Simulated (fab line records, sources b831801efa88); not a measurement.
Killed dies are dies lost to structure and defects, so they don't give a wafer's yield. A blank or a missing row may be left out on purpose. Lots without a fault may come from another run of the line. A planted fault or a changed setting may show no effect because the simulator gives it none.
Chamber matching | flow sky130 | SKY_PASSIVATION_CVD_00 on pecvd-01: 3 sister chambers
The step deposits SiO2, target thk 90 nm. 6 wafers are shown with their chamber, then 10 later ones without.

WAFERS WITH THEIR CHAMBER
wafer  | chamber | heater_power_w (W)
L078.6 | 1       | 535
L080.4 | 1       | 663
L082.5 | 0       | 684
L082.6 | 2       | 773
L087.3 | 0       | 630
L087.4 | 2       | 739

WAFERS WITHOUT THEIR CHAMBER
wafer  | heater_power_w (W)
L087.6 | 636
L092.1 | 568
L092.5 | 741
L092.6 | 571
L095.1 | 687
L095.4 | 538
L095.5 | 786
L097.1 | 685
L097.3 | 780
L097.4 | 686

WHICH CHAMBER EACH WENT THROUGH
wafer  | from the rows above          | in truth
L087.6 | can't be placed: 0 or 1 or 2 | 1
L092.1 | can't be placed: 1 or 0      | 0
L092.5 | can't be placed: 2 or 0      | 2
L092.6 | can't be placed: 1 or 0      | 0
L095.1 | can't be placed: 0 or 2 or 1 | 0
L095.4 | can't be placed: 1 or 0      | 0
L095.5 | can't be placed: 2 or 0      | 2
L097.1 | can't be placed: 0 or 2 or 1 | 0
L097.3 | can't be placed: 2 or 0      | 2
L097.4 | can't be placed: 0 or 2 or 1 | 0
Placed correctly: 0 of 10. Can't be placed from these rows: 10 (the true chamber is among the candidates in 10). Placed wrongly: 0.
How it was worked out, from the rows above alone: a wafer's distance from a chamber is the root of the sum, over the readings, of the square of ((its reading less the chamber's mean) divided by the reading's scatter). The wafer belongs to the nearest chamber; if the next one is less than 2 further off, it can't be placed. A chamber's mean is the mean of its shown wafers. The scatter: the root of (the sum of the squares of (reading less its chamber's mean) over the shown wafers, divided by (wafers less chambers)).
